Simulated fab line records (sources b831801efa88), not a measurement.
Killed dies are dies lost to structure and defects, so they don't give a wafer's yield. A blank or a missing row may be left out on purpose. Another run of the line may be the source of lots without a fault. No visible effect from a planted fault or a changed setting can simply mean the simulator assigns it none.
Which tool was responsible?	flow gf180mcu	Sampling: 7 lots, 21 wafers, 3 of 602 route steps

## WHAT EACH GAUGE READ, for each wafer
GF_V1_THK_MEAS_01.
lot	measured	on	V1_CVD_00_THK (nm)
L655	day 18 07:45	filmMetro-01	602 597 607
L657	day 19 03:35	filmMetro-03	592 605 599
L661	day 20 10:33	filmMetro-02	607 601 610
L674	day 25 02:45	filmMetro-02	607 611 607
L675	day 25 03:58	filmMetro-01	598 592 598

## EACH LOT AND THE TOOL THAT RAN IT (in order: tool; ch and the chambers of the sampled wafers; start)
lot	GF_M1_METAL_ETCH_16	GF_M1_STRIP_17
L655	rieMetal-04 ch 0,1, day 18 07:02	plasmaAsher-03 ch 0,1, day 18 07:09
L657	rieMetal-02 ch 0,1, day 19 02:50	plasmaAsher-04 ch 0,1, day 19 02:58
L661	rieMetal-01 ch 0,1, day 20 09:49	plasmaAsher-04 ch 0,1, day 20 09:56
L663	rieMetal-01 ch 0,1, day 21 02:42	plasmaAsher-01 ch 0,1, day 21 02:49
L665	rieMetal-01 ch 0,1, day 22 01:40	plasmaAsher-01 ch 0,1, day 22 01:48
L674	rieMetal-02 ch 0, day 25 02:01	plasmaAsher-04 ch 0,1, day 25 02:08
L675	rieMetal-02 ch 0,1, day 25 03:14	plasmaAsher-03 ch 0,1, day 25 03:22
- GF_M1_METAL_ETCH_16: etches the open film in Cl2/BCl3, stops on SiO2, target depth 750.8 nm, time 125.1 s.
- GF_M1_STRIP_17: strips in O2/N2.

## THE ANSWER, worked out from the rows above alone
Rule: the lots themselves supply what counts as usual. Put in order of their means at a reading, lots are off if they are a third of the lots or fewer, leave a main group of 4 or more, and stand apart from it by a gap of 3 or more times the standard deviation of the main group's means; of several such gaps the widest counts. If all means in a main group match to the digits the tables above print for the reading, that group is not used. A lot without any number at a reading at which 4 lots or more have one is off too. The other lots that the step has rows for count as sound.
None of the lots is off at any reading shown; this tells nothing.

## WHAT THE SIMULATOR HAD PUT IN
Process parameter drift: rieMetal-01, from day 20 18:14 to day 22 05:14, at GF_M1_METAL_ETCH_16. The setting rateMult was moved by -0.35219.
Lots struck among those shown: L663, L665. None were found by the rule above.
